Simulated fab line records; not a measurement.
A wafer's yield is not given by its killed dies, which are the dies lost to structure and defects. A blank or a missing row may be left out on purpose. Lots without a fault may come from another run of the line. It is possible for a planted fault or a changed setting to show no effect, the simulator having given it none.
Code-filled problem report in 8D (eight disciplines) form -- flow sky130 -- the parts of the form that need people (team, actions taken, sign-off) are left out

1. THE ISSUE
Wafers without a fault read 0.947 a.u., standard deviation 0.0066; oesProductAu at SKY_FIELD_ISO_ETCH_15 reads a mean of 0.745 a.u. on 3 wafers belonging to 3 lots. That puts it -31 standard deviations away from the usual mean.
The step: etches the open film in CHF3/O2, stops on Si, target depth 180 nm, time 72 s.
Seen first at day 3 22:22 on rieDiel-03, wafer L325.4. The record holds 34 wafers of 12 lots with a number at this step. Rule for "out" (also "out of limits"): further than 4 standard deviations from the usual mean. The rest of the wafers with a number are treated as sound.

2. WHAT THIS IS AND IS NOT
question,is,is not
which readings at this step,"oesProductAu, throttleValvePct","O2_flow_sccm, biasW, drypumpMotorCurrentA"
which lots,"L325, L327, L328","L317, L318, L320, L322, L323, L335, L337, L339, L340"
which wafers of those lots,"L325.4, L327.4, L328.4","L325.1, L327.2, L327.3, L328.2"
read on which tools,rieDiel-03,"rieDiel-01, rieDiel-04"
when,from day 3 22:22,"up to then (16 sound wafers); but 15 sound wafers of L327, L328, L335, L337, L339, L340 came after"

3. WHAT RULES OUT EACH SUSPECT
Counting: if a tool at a process step up to the reading ran every lot that is out, it stays a suspect. Sound lots after the first of them don't rule it out here, since some wafers of a struck lot are sound.
- rieDiel-03 at SKY_FIELD_ISO_ETCH_15 (etches the open film in CHF3/O2, stops on Si, target depth 180 nm, time 72 s): kept. Every lot that is out went through it, the first being L325 (day 3 22:22); the last sound lot it ran before that was L323 (day 3 13:15). Out on those wafers are its own readings of oesProductAu, throttleValvePct.
After counting, what remains is rieDiel-03 at SKY_FIELD_ISO_ETCH_15.

4. THE CAUSE (what the simulator had put in)
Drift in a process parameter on rieDiel-03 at SKY_FIELD_ISO_ETCH_15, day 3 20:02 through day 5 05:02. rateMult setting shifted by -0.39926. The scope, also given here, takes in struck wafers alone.
This tool alone remained once counting was done.

5. THE CHAIN OF EFFECTS, in route order
Rows list readings where the struck wafers' mean (over those with a number) sits beyond 3 standard deviations from the usual. Only readings for which the record gives a usual standard deviation are gone through. hours: the time from each lot's start at the first step in this table that gives one to its start at this step, as a median over the lots. sigmas: the change in usual standard deviations.
hours,step,reading,usual,on struck wafers,change,sigmas
0,SKY_FIELD_ISO_ETCH_15,oesProductAu,0.947 a.u.,0.745,-0.202,-31
0,SKY_FIELD_ISO_ETCH_15,throttleValvePct,8.845 %,8.795,-0.050,-5.5
0,SKY_FIELD_ISO_STRIP_16,oesProductAu,0.378 a.u.,0.401,+0.023,+4.8
0,SKY_FIELD_ISO_STRIP_16,stripTimeToEndpointS,3.54 s,4.21,+0.67,+16
Here are the process steps it includes:
- SKY_FIELD_ISO_ETCH_15: etches the open film in CHF3/O2, stops on Si, target depth 180 nm, time 72 s.
- SKY_FIELD_ISO_STRIP_16: strips in O2/N2.
At these later measuring or inspecting steps, every struck wafer for which the step has a row has a number for every such reading, and none has moved that far: SKY_NWELL_RS_MEAS_31, SKY_SONOS_TUNNEL_OVL_MEAS_08.

6. WHAT WOULD HAVE CAUGHT IT SOONER
In this record the first reading out of limits was taken at day 3 22:22, 2 hours after the fault began at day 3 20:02.
